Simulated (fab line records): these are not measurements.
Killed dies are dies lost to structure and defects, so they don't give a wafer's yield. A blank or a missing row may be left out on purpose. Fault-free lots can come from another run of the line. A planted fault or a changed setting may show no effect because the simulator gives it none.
Which tool did it?    flow gf180mcu    Sampling: 8 lots, 24 wafers, 6 of 602 route steps

WHAT THE GAUGES SHOWED, per wafer
GF_HV_LDD_CD_MEAS_46: the cd target is 400 nm. Usual: cd_nm reads 396.9 nm (standard deviation 2.3).
lot   measured      on         cd_nm (nm)         flag
L265  day 12 12:53  cd_sem-02  390.5 393.5 391.7  
L266  day 12 16:36  cd_sem-01  398.7 398.2 396.9  
L267  day 12 23:57  cd_sem-02  400.4 400.2 398.7  
L268  day 13 09:16  cd_sem-02  397.7 397.7 397.2  
L269  day 13 17:49  cd_sem-02  400.4 396.3 398.7  
L270  day 14 01:44  cd_sem-02  396.8 396.6 397.7  
L271  day 14 06:28  cd_sem-02  395.0 396.7 395.4  
L272  day 14 14:59  cd_sem-01  397.7 395.7 395.4  

GF_HV_LDD_THK_MEAS_55. Usual: HV_LDD_CVD_54_THK 10.00 nm, standard deviation 0.14.
lot   measured      on             HV_LDD_CVD_54_THK (nm)  flag
L265  day 12 14:37  film_metro-02  10.04 10.03 10.11       
L266  day 12 18:19  film_metro-01  10.04 10.09 10.03       
L267  day 13 01:40  film_metro-02  10.02 10.09 10.32       
L268  day 13 12:55  film_metro-03  10.00 10.10 10.03       
L269  day 13 19:31  film_metro-01  9.91 9.94 9.92          
L270  day 14 03:28  film_metro-03  10.06 9.94 10.13        
L271  day 14 08:11  film_metro-02  10.11 10.07 10.13       
L272  day 14 16:43  film_metro-03  10.19 10.21 10.27       

GF_PSD_CD_MEAS_07: the cd target is 400 nm. Usual: cd_nm reads 400.0 nm (standard deviation 1.8).
lot   measured      on         cd_nm (nm)         flag
L265  day 14 08:19  cd_sem-02  398.8 398.4 397.9  
L266  day 14 12:56  cd_sem-02  402.4 401.5 403.2  
L267  day 14 19:47  cd_sem-02  401.7 401.1 400.2  
L268  day 15 08:37  cd_sem-01  402.4 400.3 401.6  
L269  day 15 14:07  cd_sem-02  400.0 400.7 400.8  
L270  day 15 22:52  cd_sem-01  399.5 399.9 399.8  
L271  day 16 04:56  cd_sem-02  405.2 404.7 405.5  
L272  day 16 13:51  cd_sem-01  398.2 400.3 399.6  

GF_PSD_TW_MEAS_11. Usual: PSD_TW 3194, standard deviation 28.
lot   measured      on             PSD_TW          flag
L265  day 14 08:44  film_metro-03  3155 3154 3150  
L266  day 14 13:21  film_metro-04  3255 3231 3229  
L267  day 14 20:12  film_metro-03  3164 3148 3162  
L268  day 15 09:02  film_metro-04  3230 3203 3218  
L269  day 15 14:31  film_metro-04  3708 3699 3709  OFF
L270  day 15 23:17  film_metro-02  3705 3703 3707  OFF
L271  day 16 05:20  film_metro-04  3718 3717 3686  OFF
L272  day 16 14:16  film_metro-03  3665 3637 3658  OFF

GF_PSD_RS_MEAS_15: measures by four-point-probe. Usual: PSD_RS 108.54 ohm/sq, standard deviation 0.24.
lot   measured      on             PSD_RS (ohm/sq)       flag
L265  day 14 09:03  film_metro-03  108.69 108.30 108.28  
L266  day 14 13:40  film_metro-03  108.71 108.76 108.63  
L267  day 14 20:31  film_metro-04  108.69 108.46 108.58  
L268  day 15 09:20  film_metro-04  108.52 108.53 108.48  
L269  day 15 14:50  film_metro-03  52.20 52.29 52.20     OFF
L270  day 15 23:35  film_metro-03  52.25 52.01 52.04     OFF
L271  day 16 05:40  film_metro-03  52.17 52.10 52.09     OFF
L272  day 16 14:35  film_metro-02  52.43 52.31 52.34     OFF

EACH LOT AND THE TOOL THAT RAN IT (in order: tool; ch and the chambers of the sampled wafers; start)
lot   GF_PSD_IMPLANT_09
L265  implanter-04 ch 0, day 14 08:29
L266  implanter-02 ch 0, day 14 13:06
L267  implanter-04 ch 0, day 14 19:57
L268  implanter-02 ch 0, day 15 08:47
L269  implanter-04 ch 0, day 15 14:16
L270  implanter-04 ch 0, day 15 23:02
L271  implanter-04 ch 0, day 16 05:06
L272  implanter-02 ch 0, day 16 14:01
- GF_PSD_IMPLANT_09

WHAT THE TOOLS THEMSELVES READ (means of the sampled wafers that have a number; where no wafer has one, the mark that the record gives instead)
GF_PSD_IMPLANT_09. Usual: faraday_current_uA reads 8235 (standard deviation 180).
lot   tool          faraday_current_uA  flag
L265  implanter-04  8153                
L266  implanter-02  8173                
L267  implanter-04  8364                
L268  implanter-02  8248                
L269  implanter-04  8171                
L270  implanter-04  8274                
L271  implanter-04  8395                
L272  implanter-02  8093                

THE ANSWER, worked out from the rows above alone
Rule: a lot counts as off when the mean over its wafers that have a number is more than 3 standard deviations away from the usual mean. A lot without any number at a reading at which 4 lots or more have one is off too. Any other lot the step has rows for is counted as sound. First the gauges in route order, then the tools' own readings, where a lot's mean is used as printed above. At the first step where some lot is off, the reading lying furthest off is the one used; lots without a number count as furthest.
Off: L269, L270, L271, L272, at GF_PSD_TW_MEAS_11 (PSD_TW).
If a tool, at a process step before that reading, ran all the lots that are off and no sound lot after the first of them, it fits. The gauges at GF_PSD_TW_MEAS_11 are tried like those tools. No candidate that was tried fits.

WHAT THE SIMULATOR HAD PUT IN
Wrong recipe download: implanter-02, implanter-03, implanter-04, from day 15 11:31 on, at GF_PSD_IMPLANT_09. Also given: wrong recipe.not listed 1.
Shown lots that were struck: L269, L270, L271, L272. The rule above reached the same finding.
